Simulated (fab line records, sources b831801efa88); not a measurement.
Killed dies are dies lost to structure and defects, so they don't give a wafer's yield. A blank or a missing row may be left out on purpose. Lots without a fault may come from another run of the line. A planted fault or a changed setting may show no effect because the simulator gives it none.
fab line records | flow gf180mcu
record lots=5 wafers=15 last_day=33
route steps=602 shown M3@413 V3@429
lots that met no fault: from a run of the same line without faults
start_h: hours from the record's first day to the start of the lot's first wafer shown | wait_h: hours since the lot's step before | " the same as in the row above | L1.1+2: a row that stands for several wafers | - no value, or no start given | * or withheld: withheld | < > ~ a bound
route shown NAME@n: a module of which the file shows steps, and the number in the route of the first | usual: mean/standard deviation of fault-free wafers | same: alike in all rows | chamber/n: place in a boat | sites: the reading at each site | _std_site: their standard deviation | _edge_site: outer sites' mean less inner sites' | radius_mm: how far each site lies from the wafer's centre | mask NAME#n: copy n | behind: the tool/chamber that last shaped the wafer | hold: why the lot was held/for how many hours/how that ended | device: the transistor (n, p or np) that didn't switch | end of line: the same wafers' tests at the end of the route | a step without rows: its recipe alone | killed: dies lost to structure and defects at the first sort, not the wafer's yield | map: a wafer's dies, x killed, . not, _ none there
set.NAME: the setting as run; set.NAME@STEP: as run at that earlier step | model.NAME: the simulator's own value behind a step, which no gauge read
lots at some steps of the route; a table a step, a row a wafer
services: from which hour (start_h, from the record's first day; less than 0 if before it) a tool's chamber was out of use, for how many hours, and why
## steps
# step GF_M3_SPUTTER_04
# recipe material=TiN target_thk_nm=50 power_w=6500 time_s=41.7 chamber_pressure_pa=0.4
# usual cathode_dc_power_W=6499.9/1.4 throttle_valve_pct=30.4/1.1
# columns lot.wafer tool chamber start_h wait_h cathode_dc_power_W throttle_valve_pct
L078.2 pvd_sputter-03 - 498.88 0.0 6500.2 27.6
L078.5 " - " " 6496.8 30.4
L078.6 " - " " 6499.2 27.7
L079.1 pvd_sputter-01 - 513.08 0.0 6499.3 30.7
L079.4 " - " " 6499.4 30.1
L079.6 " - " " 6501.9 30.2
L083.1 pvd_sputter-01 - 546.63 0.0 6501.1 30.6
L083.5 " - " " 6500.9 30.1
L083.6 " - " " 6501.7 30.1
L087.1 pvd_sputter-02 - 580.60 0.0 6500.2 30.8
L087.2 " - " " 6498.9 29.4
L087.5 " - " " 6498.3 29.4
L094.1 pvd_sputter-01 - 625.24 0.0 6498.1 30.0
L094.2 " - " " 6497.0 30.2
L094.6 " - " " 6499.2 29.3
# step GF_M3_RS_MEAS_05
# recipe thk_meas_gauge=four-point-probe reads=TiN_of_M3_SPUTTER_04+Ti_of_M3_SPUTTER_03+AlCu_of_M3_SPUTTER_02+TiN_of_M3_SPUTTER_01+Ti_of_M3_SPUTTER_00
# usual M3_ALCU_RS=0.0694/0.00074
# columns lot.wafer tool chamber start_h wait_h M3_ALCU_RS[ohm/sq]
L078.2 film_metro-03 - 498.94 0.0 0.0683
L078.5 " - " " 0.0687
L078.6 " - " " 0.0688
L079.1 film_metro-02 - 513.12 0.0 0.0707
L079.4 " - " " 0.0691
L079.6 " - " " 0.0695
L083.1 film_metro-03 - 546.67 0.0 0.0688
L083.5 " - " " 0.0686
L083.6 " - " " 0.0685
L087.1 film_metro-01 - 580.64 0.0 0.0695
L087.2 " - " " 0.0681
L087.5 " - " " 0.0685
L094.1 film_metro-02 - 625.28 0.0 0.0701
L094.2 " - " " 0.0696
L094.6 " - " " 0.0696
# step GF_M3_THK_MEAS_06
# recipe thk_meas_gauge=xrf reads=AlCu_of_M3_SPUTTER_02
# usual M3_ALCU_THK=445/4.9
# columns lot.wafer tool chamber start_h wait_h M3_ALCU_THK[nm]
L078.2 film_metro-03 - 499.05 0.1 456
L078.5 " - " " 450
L078.6 " - " " 451
L079.1 film_metro-02 - 513.24 0.1 438
L079.4 " - " " 448
L079.6 " - " " 444
L083.1 film_metro-03 - 546.79 0.1 447
L083.5 " - " " 452
L083.6 " - " " 449
L087.1 film_metro-01 - 580.76 0.1 446
L087.2 " - " " 459
L087.5 " - " " 455
L094.1 film_metro-02 - 625.40 0.1 442
L094.2 " - " " 445
L094.6 " - " " 443
# step GF_M3_DEHYDRATE_07
# recipe temp_c=200 time_s=60
# columns lot.wafer tool chamber start_h wait_h
L078.2+5+6 litho_track-02 0 510.16 11.1
L079.1+4+6 litho_track-02 0 524.03 10.8
L083.1+5+6 litho_track-02 0 556.68 9.9
L087.1+2+5 litho_track-04 0 590.96 10.2
L094.1+2+6 litho_track-03 0 634.79 9.4
# step GF_M3_HMDS_08
# recipe prime_time_s=60 prime_temp_c=120
# columns lot.wafer tool chamber start_h wait_h
L078.2+5+6 litho_track-02 0 510.31 0.1
L079.1+4+6 litho_track-02 0 524.18 0.1
L083.1+5+6 litho_track-02 0 556.83 0.1
L087.1+2+5 litho_track-04 0 591.11 0.1
L094.1+2+6 litho_track-03 0 634.94 0.1
# step GF_M3_COAT_09
# recipe resist=KrF spin_rpm=withheld resist_thk_nm=1000
# columns lot.wafer tool chamber start_h wait_h
L078.2+5+6 litho_track-02 0 510.46 0.1
L079.1+4+6 litho_track-02 0 524.33 0.1
L083.1+5+6 litho_track-02 0 556.98 0.1
L087.1+2+5 litho_track-04 0 591.26 0.1
L094.1+2+6 litho_track-03 0 635.09 0.1
# step GF_M3_SOFTBAKE_10
# recipe temp_c=130 time_s=60 resist=KrF
# columns lot.wafer tool chamber start_h wait_h
L078.2+5+6 litho_track-02 0 510.61 0.1
L079.1+4+6 litho_track-02 0 524.48 0.1
L083.1+5+6 litho_track-02 0 557.13 0.1
L087.1+2+5 litho_track-04 0 591.41 0.1
L094.1+2+6 litho_track-03 0 635.24 0.1
# step GF_M3_EXPOSE_11
# recipe mask_id=Metal3 target_cd_nm=280 na=0.68 source_shape=conventional sigma_outer=0.6 dose_mj=28
# columns lot.wafer tool chamber start_h wait_h mask
L078.2+5+6 krf_scanner-02 0 - - Metal3#0
L079.1+4+6 krf_scanner-01 0 - - Metal3#0
L083.1+5+6 krf_scanner-01 0 - - Metal3#0
L087.1+2+5 krf_scanner-01 0 - - Metal3#0
L094.1+2+6 krf_scanner-01 0 - - Metal3#0
# step GF_M3_PEB_12
# recipe peb_temp_c=135 peb_time_s=90 resist=KrF
# columns lot.wafer tool chamber start_h wait_h
L078.2+5+6 litho_track-03 0 - -
L079.1+4+6 litho_track-02 0 - -
L083.1+5+6 litho_track-04 0 - -
L087.1+2+5 litho_track-04 0 - -
L094.1+2+6 litho_track-04 0 - -
# step GF_M3_DEVELOP_13
# recipe develop_time_s=60 dev_temp_c=21
# columns lot.wafer tool chamber start_h wait_h
L078.2+5+6 litho_track-03 0 522.42 0.2
L079.1+4+6 litho_track-02 0 536.13 0.2
L083.1+5+6 litho_track-04 0 568.26 0.2
L087.1+2+5 litho_track-04 0 601.66 0.2
L094.1+2+6 litho_track-04 0 644.86 0.2
# step GF_M3_CD_MEAS_14
# recipe target_cd_nm=280
# usual cd_nm=279.5/0.96
# columns lot.wafer tool chamber start_h wait_h cd_nm
L078.2 cd_sem-01 - 522.56 0.1 278.6
L078.5 " - " " 277.8
L078.6 " - " " 277.8
L079.1 cd_sem-02 - 536.28 0.1 278.8
L079.4 " - " " 279.3
L079.6 " - " " 279.0
L083.1 cd_sem-02 - 568.41 0.1 279.5
L083.5 " - " " 279.6
L083.6 " - " " 278.6
L087.1 cd_sem-02 - 601.81 0.1 279.5
L087.2 " - " " 280.2
L087.5 " - " " 279.7
L094.1 cd_sem-01 - 645.01 0.1 279.6
L094.2 " - " " 279.6
L094.6 " - " " 280.5
# step GF_M3_OVL_MEAS_15
# usual M3_OVL=-2/5.6
# columns lot.wafer tool chamber start_h wait_h M3_OVL[nm]
L078.2 overlay-01 - 522.67 0.1 -1
L078.5 " - " " -2
L078.6 " - " " -4
L079.1 overlay-01 - 536.40 0.1 0
L079.4 " - " " -1
L079.6 " - " " 0
L083.1 overlay-02 - 568.53 0.1 3
L083.5 " - " " -1
L083.6 " - " " -1
L087.1 overlay-01 - 601.93 0.1 3
L087.2 " - " " -8
L087.5 " - " " -2
L094.1 overlay-02 - 645.13 0.1 -9
L094.2 " - " " -11
L094.6 " - " " -6
# step GF_M3_METAL_ETCH_16
# recipe chemistry=Cl2/BCl3 mask_material=KrF target_depth_nm=750.8 stop_on=SiO2 pressure_mtorr=8 icp_w=800 bias_w=140 Cl2_flow_sccm=80 bcl3_flow_sccm=40 time_s=125.1
# usual bcl3_flow_sccm=40.01/0.12 drypump_motor_current_A=5.92/0.28 oes_product_au=0.990/0.0071 throttle_valve_pct=28.229/0.011
# columns lot.wafer tool chamber start_h wait_h bcl3_flow_sccm drypump_motor_current_A oes_product_au rf_hours_counter_h throttle_valve_pct
L078.2 rie_metal-03 1 522.70 0.0 39.68 5.49 0.990 6 28.226
L078.5 " 1 " " 40.17 5.49 0.998 - 28.230
L078.6 " 0 " " 40.01 5.67 0.986 - 28.242
L079.1 rie_metal-03 1 536.44 0.0 40.03 5.51 0.985 7 28.226
L079.4 " 0 " " 40.30 5.65 0.995 - 28.225
L079.6 " 1 " " 40.24 5.53 0.990 - 28.229
L083.1 rie_metal-01 0 568.57 0.0 40.15 6.12 0.996 9 28.222
L083.5 " 0 " " 40.08 6.15 0.991 - 28.226
L083.6 " 0 " " 40.01 6.14 0.995 - 28.219
L087.1 rie_metal-01 0 601.97 0.0 40.16 6.15 0.991 11 28.222
L087.2 " 1 " " 39.90 6.06 0.997 0 28.236
L087.5 " 0 " " 40.01 6.15 0.996 - 28.239
L094.1 rie_metal-04 0 645.17 0.0 39.93 6.18 0.982 2 28.246
L094.2 " 0 " " 40.09 6.19 0.975 - 28.235
L094.6 " 0 " " 39.85 6.22 0.973 - 28.253
# step GF_M3_STRIP_17
# recipe chemistry=O2/N2 power_w=1400 pressure_mtorr=1500 platen_temp_c=250 o2_flow_sccm=3000 n2_flow_sccm=300 overash_fraction=0.5
# usual drypump_motor_current_A=5.5/0.31 heater_power_w=327/36 oes_product_au=0.537/0.005 strip_time_to_endpoint_s=7.38/0.06
# columns lot.wafer tool chamber start_h wait_h drypump_motor_current_A heater_power_w oes_product_au rf_hours_counter_h strip_time_to_endpoint_s
L078.2 plasma_asher-02 0 522.83 0.1 6.4 394 0.542 10 7.36
L078.5 " 0 " " 6.4 409 0.534 - 7.32
L078.6 " 1 " " 5.6 350 0.530 - 7.35
L079.1 plasma_asher-01 1 536.57 0.1 5.4 329 0.532 76 7.35
L079.4 " 1 " " 5.4 332 0.526 - 7.30
L079.6 " 1 " " 5.4 334 0.544 - 7.34
L083.1 plasma_asher-01 0 568.83 0.2 5.5 358 0.533 80 7.31
L083.5 " 0 " " 5.5 346 0.540 - 7.31
L083.6 " 1 " " 5.4 334 0.540 - 7.29
L087.1 plasma_asher-04 1 602.10 0.1 5.3 280 0.545 51 7.31
L087.2 " 0 " " 5.4 290 0.537 51 7.38
L087.5 " 1 " " 5.3 288 0.537 - 7.34
L094.1 plasma_asher-04 0 645.43 0.2 5.4 280 0.541 56 7.46
L094.2 " 1 " " 5.3 291 0.543 56 7.40
L094.6 " 0 " " 5.4 269 0.535 - 7.46
# step GF_M3_STRIP_18
# recipe chemistry=post_etch_residue_remover time_s=1200 temp_c=72.5
# columns lot.wafer tool chamber start_h wait_h
L078.2+5+6 wet_bench-04 1 522.93 0.1
L079.1+4+6 wet_bench-03 3 536.67 0.1
L083.1+5+6 wet_bench-02 3 568.93 0.1
L087.1+2+5 wet_bench-04 3 602.20 0.1
L094.1+2+6 wet_bench-02 1 645.53 0.1
# step GF_M3_CLEAN_19
# recipe chemistry=DIW dry=n2_spin
# columns lot.wafer tool chamber start_h wait_h
L078.2+5+6 wet_bench-02 2 523.27 0.0
L079.1+4+6 wet_bench-04 3 537.01 0.0
L083.1+5+6 wet_bench-03 2 569.27 0.0
L087.1+2+5 wet_bench-03 1 602.54 0.0
L094.1+2+6 wet_bench-03 0 645.90 0.0
# step GF_V3_CVD_00
# recipe material=SiO2 target_thk_nm=600 sigma_open_frac=0.3 temp_c=400 time_s=100 sih4_flow_sccm=60 pressure_mtorr=6
# columns lot.wafer tool chamber start_h wait_h
L078.2+5+6 hdpcvd-02 0,1,2 523.36 0.0
L079.1+4+6 hdpcvd-01 0,2,0 537.10 0.0
L083.1+5+6 hdpcvd-02 2,2,1 569.38 0.0
L087.1+2+5 hdpcvd-02 0,2,0 602.63 0.0
L094.1+2+6 hdpcvd-02 1,2,1 646.00 0.0
# step GF_V3_THK_MEAS_01
# recipe reads=SiO2_of_V3_CVD_00
# usual V3_CVD_00_THK=599/5.8
# columns lot.wafer tool chamber start_h wait_h V3_CVD_00_THK[nm]
L078.2 film_metro-01 - 523.44 0.0 599
L078.5 " - " " 599
L078.6 " - " " 592
L079.1 film_metro-04 - 537.18 0.0 596
L079.4 " - " " 587
L079.6 " - " " 600
L083.1 film_metro-02 - 569.45 0.0 601
L083.5 " - " " 605
L083.6 " - " " 595
L087.1 film_metro-04 - 602.70 0.0 611
L087.2 " - " " 601
L087.5 " - " " 607
L094.1 film_metro-01 - 646.07 0.0 606
L094.2 " - " " 605
L094.6 " - " " 603
# step GF_V3_CVD_02
# recipe material=SiO2 target_thk_nm=850 precursor=TEOS temp_c=400 time_s=94.851 rf_w=600
# usual heater_power_outer_w=369/58 heater_power_w=635/79
# columns lot.wafer tool chamber start_h wait_h heater_power_outer_w heater_power_w
L078.2 pecvd-01 2 523.49 0.0 378 656
L078.5 " 2 " " 403 677
L078.6 " 0 " " 317 556
L079.1 pecvd-04 0 537.24 0.1 394 618
L079.4 " 0 " " 421 659
L079.6 " 1 " " 383 645
L083.1 pecvd-02 0 569.51 0.1 311 577
L083.5 " 1 " " 331 606
L083.6 " 0 " " 356 606
L087.1 pecvd-01 1 602.76 0.1 410 692
L087.2 " 0 " " 353 634
L087.5 " 1 " " 453 756
L094.1 pecvd-02 2 646.13 0.1 361 620
L094.2 " 1 " " 328 601
L094.6 " 0 " " 370 632
# step GF_V3_THK_MEAS_03
# recipe reads=SiO2_of_V3_CVD_02
# usual V3_CVD_02_THK=851/11
# columns lot.wafer tool chamber start_h wait_h V3_CVD_02_THK[nm]
L078.2 film_metro-04 - 523.57 0.0 847
L078.5 " - " " 861
L078.6 " - " " 862
L079.1 film_metro-01 - 537.30 0.0 841
L079.4 " - " " 860
L079.6 " - " " 852
L083.1 film_metro-04 - 569.58 0.0 860
L083.5 " - " " 861
L083.6 " - " " 871
L087.1 film_metro-01 - 602.83 0.0 853
L087.2 " - " " 862
L087.5 " - " " 858
L094.1 film_metro-02 - 646.20 0.0 848
L094.2 " - " " 843
L094.6 " - " " 867
# step GF_V3_CMP_04
# recipe material=SiO2 down_force_psi=4 platen_rpm=60 pad_velocity_m_s=0.94248
# usual motor_current_A=11.9/0.8 platen_rpm=60.01/0.043 time_to_endpoint_s=81/5.2
# columns lot.wafer tool chamber start_h wait_h motor_current_A platen_rpm time_to_endpoint_s
L078.2 cmp-02 2 523.67 0.1 12.2 60.08 78
L078.6 " 1 " " 12.1 60.01 80
L078.5 " 2 " " 12.6 59.99 86
L079.1 cmp-02 0 537.36 0.1 10.7 59.97 73
L079.4 " 3 " " 13.1 60.09 89
L079.6 " 0 " " 11.4 59.97 80
L083.1 cmp-01 2 569.64 0.1 11.9 59.98 84
L083.6 " 2 " " 11.7 59.91 91
L083.5 " 3 " " 12.4 59.96 86
L087.2 cmp-02 1 602.99 0.1 12.5 60.02 80
L087.1 " 2 " " 12.2 60.05 79
L087.5 " 0 " " 11.3 59.99 79
L094.1 cmp-02 1 646.61 0.4 11.2 59.93 79
L094.2 " 3 " " 13.1 60.03 83
L094.6 " 2 " " 12.0 59.98 87
# step GF_V3_BOW_MEAS_05
# recipe mode=bow
# usual V3_BOW=118/8.8
# columns lot.wafer tool chamber start_h wait_h V3_BOW[um]
L078.2 film_metro-04 - 523.94 0.2 102
L078.5 " - " " 121
L078.6 " - " " 104
L079.1 film_metro-01 - 537.66 0.2 127
L079.4 " - " " 127
L079.6 " - " " 129
L083.1 film_metro-02 - 569.94 0.2 135
L083.5 " - " " 134
L083.6 " - " " 126
L087.1 film_metro-01 - 603.19 0.1 124
L087.2 " - " " 109
L087.5 " - " " 117
L094.1 film_metro-02 - 646.91 0.2 126
L094.2 " - " " 112
L094.6 " - " " 127
# step GF_V3_DEHYDRATE_06
# recipe temp_c=200 time_s=60
# columns lot.wafer tool chamber start_h wait_h
L078.2+5+6 litho_track-04 0 534.94 11.0
L079.1+4+6 litho_track-04 0 548.06 10.4
L083.1+5+6 litho_track-04 0 580.11 10.2
L087.1+2+5 litho_track-04 0 613.41 10.2
L094.1+2+6 litho_track-04 0 656.61 9.7
# step GF_V3_HMDS_07
# recipe prime_time_s=60 prime_temp_c=120
# columns lot.wafer tool chamber start_h wait_h
L078.2+5+6 litho_track-04 0 535.09 0.1
L079.1+4+6 litho_track-04 0 548.21 0.1
L083.1+5+6 litho_track-04 0 580.26 0.1
L087.1+2+5 litho_track-04 0 613.56 0.1
L094.1+2+6 litho_track-04 0 656.76 0.1
# step GF_V3_COAT_08
# recipe resist=BARC temp_c=withheld time_s=withheld spin_rpm=withheld resist_thk_nm=withheld
# columns lot.wafer tool chamber start_h wait_h
L078.2+5+6 litho_track-04 0 535.24 0.1
L079.1+4+6 litho_track-04 0 548.36 0.1
L083.1+5+6 litho_track-04 0 580.41 0.1
L087.1+2+5 litho_track-04 0 613.71 0.1
L094.1+2+6 litho_track-04 0 656.91 0.1
# step GF_V3_COAT_09
# recipe resist=KrF spin_rpm=withheld resist_thk_nm=1000
# columns lot.wafer tool chamber start_h wait_h
L078.2+5+6 litho_track-04 0 - -
L079.1+4+6 litho_track-04 0 - -
L083.1+5+6 litho_track-04 0 - -
L087.1+2+5 litho_track-04 0 - -
L094.1+2+6 litho_track-04 0 - -
# step GF_V3_SOFTBAKE_10
# recipe temp_c=130 time_s=60 resist=KrF
# columns lot.wafer tool chamber start_h wait_h
L078.2+5+6 litho_track-04 0 - -
L079.1+4+6 litho_track-04 0 - -
L083.1+5+6 litho_track-04 0 - -
L087.1+2+5 litho_track-04 0 - -
L094.1+2+6 litho_track-04 0 - -
# step GF_V3_EXPOSE_11
# recipe mask_id=Via3 target_cd_nm=260 na=0.68 source_shape=conventional sigma_outer=0.6 dose_mj=38
# columns lot.wafer tool chamber start_h wait_h mask
L078.2+5+6 krf_scanner-01 0 - - Via3#0
L079.1+4+6 krf_scanner-02 0 - - Via3#0
L083.1+5+6 krf_scanner-02 0 - - Via3#0
L087.1+2+5 krf_scanner-02 0 - - Via3#0
L094.1+2+6 krf_scanner-01 0 - - Via3#0
# step GF_V3_PEB_12
# recipe peb_temp_c=135 peb_time_s=90 resist=KrF
# columns lot.wafer tool chamber start_h wait_h
L078.2+5+6 litho_track-04 0 - -
L079.1+4+6 litho_track-02 0 - -
L083.1+5+6 litho_track-01 0 - -
L087.1+2+5 litho_track-01 0 - -
L094.1+2+6 litho_track-04 0 - -
# step GF_V3_DEVELOP_13
# recipe develop_time_s=60 resist=KrF dev_temp_c=21
# columns lot.wafer tool chamber start_h wait_h
L078.2+5+6 litho_track-04 0 546.74 0.2
L079.1+4+6 litho_track-02 0 560.03 0.2
L083.1+5+6 litho_track-01 0 591.15 0.2
L087.1+2+5 litho_track-01 0 623.70 0.2
L094.1+2+6 litho_track-04 0 666.81 0.2
# step GF_V3_CD_MEAS_14
# recipe target_cd_nm=260
# usual cd_nm=259.8/1.1
# columns lot.wafer tool chamber start_h wait_h cd_nm
L078.2 cd_sem-02 - 546.88 0.1 259.7
L078.5 " - " " 261.0
L078.6 " - " " 260.5
L079.1 cd_sem-02 - 560.18 0.1 260.1
L079.4 " - " " 260.1
L079.6 " - " " 260.8
L083.1 cd_sem-01 - 591.30 0.1 260.8
L083.5 " - " " 261.5
L083.6 " - " " 260.1
L087.1 cd_sem-01 - 623.85 0.1 261.6
L087.2 " - " " 262.5
L087.5 " - " " 261.5
L094.1 cd_sem-01 - 666.96 0.1 259.9
L094.2 " - " " 259.5
L094.6 " - " " 259.8
# step GF_V3_OVL_MEAS_15
# usual V3_OVL=-4/5.2
# columns lot.wafer tool chamber start_h wait_h V3_OVL[nm]
L078.2 overlay-02 - 546.99 0.1 -8
L078.5 " - " " -8
L078.6 " - " " -7
L079.1 overlay-01 - 560.30 0.1 0
L079.4 " - " " -3
L079.6 " - " " -1
L083.1 overlay-01 - 591.42 0.1 -11
L083.5 " - " " -11
L083.6 " - " " -8
L087.1 overlay-01 - 623.97 0.1 5
L087.2 " - " " 4
L087.5 " - " " -3
L094.1 overlay-02 - 667.08 0.1 0
L094.2 " - " " 2
L094.6 " - " " -4
# step GF_V3_ETCH_16
# recipe chemistry=N2/H2 target_depth_a=withheld overetch_a=withheld time_s=withheld target=BARC ion_energy_ev=200 source_w=500 bias_w=100 pressure_mtorr=30 n2_flow_sccm=100 h2_flow_sccm=200
# usual drypump_motor_current_A=5.7/0.48 oes_product_au=0.855/0.0048 throttle_valve_pct=13.225/0.0096
# columns lot.wafer tool chamber start_h wait_h drypump_motor_current_A oes_product_au throttle_valve_pct
L078.2 rie_diel-04 1 547.02 0.0 5.4 0.849 13.212
L078.5 " 2 " " 5.9 0.854 13.223
L078.6 " 1 " " 5.5 0.854 13.237
L079.1 rie_diel-02 1 560.34 0.0 5.7 0.860 13.234
L079.4 " 0 " " 5.6 0.856 13.239
L079.6 " 2 " " 6.7 0.853 13.226
L083.1 rie_diel-02 3 591.46 0.0 5.8 0.851 13.208
L083.5 " 0 " " 5.6 0.857 13.235
L083.6 " 3 " " 5.8 0.839 13.227
L087.1 rie_diel-03 0 624.01 0.0 6.2 0.849 13.222
L087.2 " 1 " " 5.3 0.848 13.238
L087.5 " 0 " " 6.1 0.853 13.223
L094.1 rie_diel-03 0 667.12 0.0 6.1 0.865 13.248
L094.2 " 1 " " 5.3 0.854 13.219
L094.6 " 1 " " 5.3 0.857 13.217
# step GF_V3_ETCH_17
# recipe chemistry=C4F8/O2/Ar mask_material=KrF target=SiO2 stop_on=TiN source_w=1500 bias_w=1200 pressure_mtorr=40 c4f8_flow_sccm=withheld O2_flow_sccm=6 Ar_flow_sccm=300 time_s=withheld target_depth_a=6350
# usual oes_product_au=0.856/0.0044
# columns lot.wafer tool chamber start_h wait_h oes_product_au
L078.2 rie_diel-04 1 - - 0.859
L078.5 " 2 " " 0.850
L078.6 " 1 " " 0.854
L079.1 rie_diel-02 1 - - 0.857
L079.4 " 0 " " 0.853
L079.6 " 2 " " 0.848
L083.1 rie_diel-02 3 - - 0.861
L083.5 " 0 " " 0.858
L083.6 " 3 " " 0.858
L087.1 rie_diel-03 0 - - 0.854
L087.2 " 1 " " 0.856
L087.5 " 0 " " 0.859
L094.1 rie_diel-03 0 - - 0.854
L094.2 " 1 " " 0.859
L094.6 " 1 " " 0.856
# step GF_V3_STRIP_18
# recipe chemistry=O2/N2 power_w=1400 pressure_mtorr=1500 platen_temp_c=250 o2_flow_sccm=3000 n2_flow_sccm=300 overash_fraction=0.5
# usual drypump_motor_current_A=5.6/0.4 heater_power_w=323/34 oes_product_au=0.593/0.0045
# columns lot.wafer tool chamber start_h wait_h drypump_motor_current_A heater_power_w oes_product_au rf_hours_counter_h
L078.2 plasma_asher-03 0 547.15 - 6.5 391 0.591 87
L078.5 " 0 " " 6.5 379 0.594 -
L078.6 " 1 " " 5.4 313 0.598 -
L079.1 plasma_asher-01 1 560.47 - 5.4 332 0.593 79
L079.4 " 1 " " 5.4 331 0.591 -
L079.6 " 1 " " 5.5 330 0.594 -
L083.1 plasma_asher-03 0 591.59 - 6.5 383 0.600 92
L083.5 " 1 " " 5.4 313 0.599 -
L083.6 " 0 " " 6.5 391 0.589 -
L087.1 plasma_asher-04 0 624.13 - 5.4 279 0.593 53
L087.2 " 1 " " 5.3 287 0.591 53
L087.5 " 1 " " 5.3 285 0.587 -
L094.1 plasma_asher-01 0 667.25 - 5.5 343 0.590 90
L094.2 " 1 " " 5.4 326 0.588 90
L094.6 " 1 " " 5.4 334 0.590 -
# step GF_V3_STRIP_19
# recipe chemistry=post_etch_residue_remover time_s=1200 temp_c=72.5
# columns lot.wafer tool chamber start_h wait_h
L078.2+5+6 wet_bench-01 2 547.25 0.1
L079.1+4+6 wet_bench-04 0 560.57 0.1
L083.1+5+6 wet_bench-01 2 591.69 0.1
L087.1+2+5 wet_bench-02 1 624.23 0.1
L094.1+2+6 wet_bench-04 1 667.35 0.1
# step GF_V3_CLEAN_20
# recipe chemistry=DIW dry=n2_spin
# columns lot.wafer tool chamber start_h wait_h
L078.2+5+6 wet_bench-02 0 547.62 0.0
L079.1+4+6 wet_bench-02 1 560.91 0.0
L083.1+5+6 wet_bench-04 0 592.03 0.0
L087.1+2+5 wet_bench-01 2 624.58 0.0
L094.1+2+6 wet_bench-02 3 667.69 0.0
# step GF_V3_SPUTTER_21
# recipe material=Ti target_thk_nm=15 chamber_pressure_pa=5 power_w=2500 substrate_temp_c=200 time_s=80.02
# usual cathode_dc_power_W=2499.9/0.47 throttle_valve_pct=30.2/1.1
# columns lot.wafer tool chamber start_h wait_h cathode_dc_power_W throttle_valve_pct
L078.2 pvd_sputter-01 - 547.71 0.0 2500.3 30.0
L078.5 " - " " 2500.3 30.0
L078.6 " - " " 2499.8 29.8
L079.1 pvd_sputter-04 - 561.00 0.0 2501.1 28.7
L079.4 " - " " 2500.7 31.7
L079.6 " - " " 2499.6 31.5
L083.1 pvd_sputter-02 - 592.13 0.0 2499.9 31.1
L083.5 " - " " 2500.3 29.4
L083.6 " - " " 2500.6 31.0
L087.1 pvd_sputter-01 - 624.68 0.0 2499.9 29.8
L087.2 " - " " 2499.6 29.1
L087.5 " - " " 2500.0 30.3
L094.1 pvd_sputter-02 - 667.78 0.0 2500.9 32.5
L094.2 " - " " 2499.0 30.1
L094.6 " - " " 2499.7 30.2
# step GF_V3_SPUTTER_22
# recipe material=TiN target_thk_nm=10 chamber_pressure_pa=5 power_w=4000 time_s=40
# usual cathode_dc_power_W=4000.0/0.78 throttle_valve_pct=30.2/1.1
# columns lot.wafer tool chamber start_h wait_h cathode_dc_power_W throttle_valve_pct
L078.2 pvd_sputter-01 - 547.77 0.0 3999.4 29.9
L078.5 " - " " 4000.2 30.2
L078.6 " - " " 3999.1 30.1
L079.1 pvd_sputter-04 - 561.06 0.0 4000.6 28.9
L079.4 " - " " 4001.0 31.4
L079.6 " - " " 3999.6 31.5
L083.1 pvd_sputter-02 - 592.19 0.0 4000.0 30.9
L083.5 " - " " 4001.3 29.6
L083.6 " - " " 3998.7 31.2
L087.1 pvd_sputter-01 - 624.74 0.0 4001.1 29.9
L087.2 " - " " 3999.0 29.3
L087.5 " - " " 3999.8 30.4
L094.1 pvd_sputter-02 - 667.84 0.0 3998.4 32.5
L094.2 " - " " 3999.8 30.2
L094.6 " - " " 3999.8 30.0
# step GF_V3_CVD_23
# recipe material=W target_thk_nm=350 time_s=104.9 temp_c=400 pressure_torr=40
# usual heater_power_outer_w=516/34 heater_power_w=862/83
# columns lot.wafer tool chamber start_h wait_h heater_power_outer_w heater_power_w
L078.2 cvd_w-01 0 547.81 0.0 465 790
L078.5 " 1 " " 520 773
L078.6 " 0 " " 457 783
L079.1 cvd_w-01 0 561.10 0.0 459 785
L079.4 " 0 " " 453 778
L079.6 " 0 " " 466 799
L083.1 cvd_w-01 1 592.23 0.0 497 779
L083.5 " 0 " " 475 783
L083.6 " 1 " " 515 785
L087.1 cvd_w-01 1 624.78 0.0 521 798
L087.2 " 0 " " 467 777
L087.5 " 0 " " 464 793
L094.1 cvd_w-02 1 667.88 0.0 536 911
L094.2 " 0 " " 562 983
L094.6 " 0 " " 550 977
# step GF_V3_RS_MEAS_24
# recipe thk_meas_gauge=four-point-probe reads=W_of_V3_CVD_23+TiN_of_V3_SPUTTER_22+Ti_of_V3_SPUTTER_21
# usual V3_W_RS=0.328/0.0041
# columns lot.wafer tool chamber start_h wait_h V3_W_RS[ohm/sq]
L078.2 film_metro-01 - 547.94 0.1 0.323
L078.5 " - " " 0.323
L078.6 " - " " 0.325
L079.1 film_metro-01 - 561.21 0.1 0.323
L079.4 " - " " 0.326
L079.6 " - " " 0.327
L083.1 film_metro-04 - 592.34 0.1 0.332
L083.5 " - " " 0.327
L083.6 " - " " 0.331
L087.1 film_metro-01 - 624.90 0.1 0.326
L087.2 " - " " 0.326
L087.5 " - " " 0.322
L094.1 film_metro-02 - 667.99 0.1 0.336
L094.2 " - " " 0.332
L094.6 " - " " 0.329
# step GF_V3_THK_MEAS_25
# recipe thk_meas_gauge=xrf reads=W_of_V3_CVD_23
# usual V3_W_THK=351/4.3
# columns lot.wafer tool chamber start_h wait_h V3_W_THK[nm]
L078.2 film_metro-01 - 548.05 0.1 355
L078.5 " - " " 356
L078.6 " - " " 352
L079.1 film_metro-01 - 561.33 0.1 353
L079.4 " - " " 351
L079.6 " - " " 351
L083.1 film_metro-04 - 592.46 0.1 346
L083.5 " - " " 353
L083.6 " - " " 348
L087.1 film_metro-01 - 625.02 0.1 351
L087.2 " - " " 351
L087.5 " - " " 356
L094.1 film_metro-02 - 668.11 0.1 347
L094.2 " - " " 350
L094.6 " - " " 354
## services
# columns tool chamber start_h hours kind
rie_diel-03 2 475.08 2.8 repair
pvd_sputter-02 - 491.38 2.0 repair
krf_scanner-02 - 494.03 0.8 repair
krf_scanner-01 - 510.61 1.0 pm
cmp-02 - 514.07 0.3 repair
cvd_w-01 - 516.56 2.3 repair
krf_scanner-02 - 524.32 1.0 pm
hdpcvd-02 - 539.25 15.0 pm
rie_diel-03 - 555.13 28.1 pm
krf_scanner-02 - 557.08 0.8 repair
krf_scanner-01 - 566.27 3.6 pm
krf_scanner-01 - 569.83 1.3 pm
cmp-02 - 572.00 4.0 pm
krf_scanner-01 - 576.05 0.8 pm
krf_scanner-02 - 583.96 0.8 pm
rie_diel-03 2 588.51 30.4 repair
wet_bench-02 - 595.36 12.2 repair
rie_diel-03 1 598.41 11.7 repair
cvd_w-01 - 598.70 1.9 repair
wet_bench-04 - 604.43 6.5 repair
cvd_w-01 - 605.22 1.0 repair
pvd_sputter-02 - 623.37 4.4 repair
pvd_sputter-02 - 628.58 6.3 repair
pvd_sputter-01 - 636.76 1.4 repair
## key
fault none
